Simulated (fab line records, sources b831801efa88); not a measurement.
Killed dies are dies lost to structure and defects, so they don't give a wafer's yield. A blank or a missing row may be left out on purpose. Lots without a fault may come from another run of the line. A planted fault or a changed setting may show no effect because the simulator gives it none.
Problem report in the 8D (eight disciplines) form, filled by code | flow sky130 | the parts of the form that need people (team, actions taken, sign-off) are left out

1. THE PROBLEM
SD_N_RS at SKY_SD_N_RS_MEAS_16 reads a mean of 67.23 ohm/sq on 6 wafers of 2 lots; wafers without a fault read 68.56 ohm/sq with a standard deviation of 0.13. That is -10 standard deviations from the usual mean.
The step: measures by four-point-probe.
First seen on wafer L453.3, day 33 02:07, on film_metro-04. The record holds 36 wafers of 12 lots with a number at this step. Rule for "out", or "out of limits": more than 4 standard deviations from the usual mean. The other wafers with a number count as sound.

2. WHAT IT IS AND WHAT IT IS NOT
question                    | is                           | is not
which readings at this step | SD_N_RS                      | -
which lots                  | L453, L455                   | L439, L441, L443, L447, L448, L450, L454, L457, L460, L461
which wafers of those lots  | all that have a number       | -
read on which gauges        | film_metro-02, film_metro-04 | film_metro-01
when                        | from day 33 02:07            | up to then (18 sound wafers); but 12 sound wafers of L454, L457, L460, L461 came after

3. SUSPECTS, AND WHAT RULES EACH OUT
Counting: a tool at a process step up to the reading stays a suspect if it ran every lot that is out and no sound lot after the first of them.
- the gauge at SKY_SD_N_RS_MEAS_16: ruled out. The wafers that are out were read on 2 gauges (film_metro-02, film_metro-04).
- implanter-01 at SKY_SD_N_IMPLANT_09: kept. It ran every lot that is out, first L453 (day 33 01:26), and no sound lot after that; its last sound lot up to then is L443 (day 29 22:23). Its own readings are out on those wafers: end_station_pressure_torr.
Left after counting: implanter-01 at SKY_SD_N_IMPLANT_09.

4. THE CAUSE (what the simulator had put in)
Process parameter drift: implanter-01, from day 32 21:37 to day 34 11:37, at SKY_SD_N_IMPLANT_09. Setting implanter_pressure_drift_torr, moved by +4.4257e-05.
Process parameter drift: implanter-01, from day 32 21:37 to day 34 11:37, at SKY_SD_N_IMPLANT_09. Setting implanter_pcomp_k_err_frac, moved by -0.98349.
Counting left only this tool.

5. THE CHAIN OF EFFECTS, in route order
Each row: a reading whose mean over the struck wafers that have a number lies more than 3 standard deviations from the usual. Only readings for which the record gives a usual standard deviation are gone through. hours: the time from each lot's start at the first step in this table that gives one to its start at this step, as a median over the lots. sigmas: the change in usual standard deviations.
hours | step                | reading                   | usual         | on struck wafers | change    | sigmas
0     | SKY_SD_N_IMPLANT_09 | end_station_pressure_torr | 1.39e-05 Torr | 5.56e-05         | +4.17e-05 | +26
0     | SKY_SD_N_STRIP_11   | strip_time_to_endpoint_s  | 22.53 s       | 23.13            | +0.60     | +14
1     | SKY_SD_N_RS_MEAS_16 | SD_N_RS                   | 68.56 ohm/sq  | 67.23            | -1.33     | -10
The process steps in it:
- SKY_SD_N_IMPLANT_09
- SKY_SD_N_STRIP_11: strips in O2/N2.

6. WHAT WOULD HAVE CAUGHT IT SOONER
In this record the first reading out of limits at a measuring or inspecting step was taken at day 33 02:07, 4 hours after the fault began at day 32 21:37.
The tool's own readings at SKY_SD_N_IMPLANT_09 were out on every struck wafer that the step has a row for (end_station_pressure_torr): an alarm limit on them would have fired on the first of those.
Of the lots that are out (2), L455 began SKY_SD_N_IMPLANT_09 on implanter-01 after day 33 02:07. A hold on the tool at that time would have spared it.
